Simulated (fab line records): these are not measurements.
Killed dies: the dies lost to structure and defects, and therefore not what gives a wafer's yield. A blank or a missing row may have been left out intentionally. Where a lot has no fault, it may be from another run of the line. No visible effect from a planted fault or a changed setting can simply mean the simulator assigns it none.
Comparing a struck lot with a sound one / flow sfq_line / 13 steps out of a route of 325
Sound: wafers L861.1, L861.4, L861.6. Wafers L855.2, L855.3, L855.4 were the ones struck. The cause comes at the end.
For every step that has rows: the tool of each side, followed by ch and its chambers, followed by its first start. Under that, the readings that differ: sound wafers / struck wafers / difference of the means / sigmas: that difference in standard deviations of wafers without a fault.
alike: same words and numbers on both sides, and readings whose means sit less than 2 such deviations apart. not compared: any withheld reading, any reading some wafer has no value for, any bound like >300 that may hide the same value, and any number with overlapping values for which the record gives no deviation.
A row with sigmas, a row that says differs or no value, or rows on one side alone: a step with any of these is where the two part. When numbers do not overlap yet have no deviation, they are printed without sigmas and do not part them. A reading that every wafer of one side lacks parts them only if that side has two wafers or more.

first, 1 step without rows for these wafers: SFQ_TRILAYER_M7_DEP_PRE_CLEAN_176 (time 22.5 s).
SFQ_TRILAYER_M7_DEP_SPUTTER_175: material Nb, target thk 200 nm, time 133.3 s.
  sound on pvd_sputter-03, day 69 10:16; struck on pvd_sputter-06, day 67 18:04
  alike: base_pressure_pa, throttle_valve_pct
SFQ_M7_RS_MEAS_943: a four-point-probe measurement.
  sound on film_metro-02, day 69 10:21; struck on film_metro-04, day 67 18:11
  alike: M7_NB_RS
then, 6 steps without rows for these wafers: SFQ_TRILAYER_M7_LITHO_COAT_182 (resist thk 62 nm); SFQ_TRILAYER_M7_LITHO_COAT_177 (resist thk 600 nm); SFQ_TRILAYER_M7_LITHO_SOFTBAKE_181; SFQ_TRILAYER_M7_LITHO_EXPOSE_178 (exposes mask M7, target cd 500 nm); SFQ_TRILAYER_M7_LITHO_PEB_180 (peb time 60 s); SFQ_TRILAYER_M7_LITHO_DEVELOP_179 (time 60 s).
SFQ_M7_OVL_MEAS_945:
  sound on overlay-02, day 70 08:41; struck on overlay-02, day 68 21:36
  alike: M7_OVL
SFQ_TRILAYER_M7_BARC_OPEN_METAL_ETCH_229: etches BARC in O2, target depth 125 nm, time 41.7 s.
  sound on rie_metal-03 ch 0,1, day 70 08:43; struck on rie_metal-02 ch 0,1, day 68 21:38
  alike: bias_w, drypump_motor_current_A, oes_product_au, rf_fwd_power_W
  not compared: rf_hours_counter_h
SFQ_TRILAYER_M7_ETCH_METAL_ETCH_180: etches Nb in Cl2/Ar, stops on SiO2, target depth 240 nm, time 120 s.
  sound on rie_metal-03 ch 0,1, day 70 08:47; struck on rie_metal-02 ch 0,1, day 68 21:41
reading=bias_w (W); sound=79.95 79.83 79.95; struck=90.32 90.26 90.32; difference=+10.39; sigmas=+47
reading=model.KrF_of_TRILAYER_M7_LITHO_COAT_177.thk_nm (nm); sound=381.9 381.3 380.7; struck=372.7 373 375.1; difference=-7.7; sigmas=
  alike: drypump_motor_current_A, oes_product_au, rf_fwd_power_W
  not compared: rf_hours_counter_h, model.SiO2_of_TRILAYER_I6_DEP_PECVD_165.thk_nm
SFQ_TRILAYER_M7_STRIP_STRIP_181: strips in O2.
  sound on rie_metal-03 ch 0,1, day 70 08:55; struck on rie_metal-02 ch 0,1, day 68 21:49
reading=drypump_motor_current_A (A); sound=5.1 5.1 5.3; struck=6.4 6.4 5.6; difference=+1.0; sigmas=+2
  alike: oes_product_au
  not compared: rf_hours_counter_h

## WHERE THEY PART
Earliest at SFQ_TRILAYER_M7_ETCH_METAL_ETCH_180; latest, in this record, at SFQ_TRILAYER_M7_STRIP_STRIP_181.

WHY: what had been put in by the simulator
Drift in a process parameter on rie_metal-02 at SFQ_TRILAYER_M7_ETCH_METAL_ETCH_180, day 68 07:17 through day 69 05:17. A move of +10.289 in setting bias_w, from 80. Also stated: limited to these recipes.
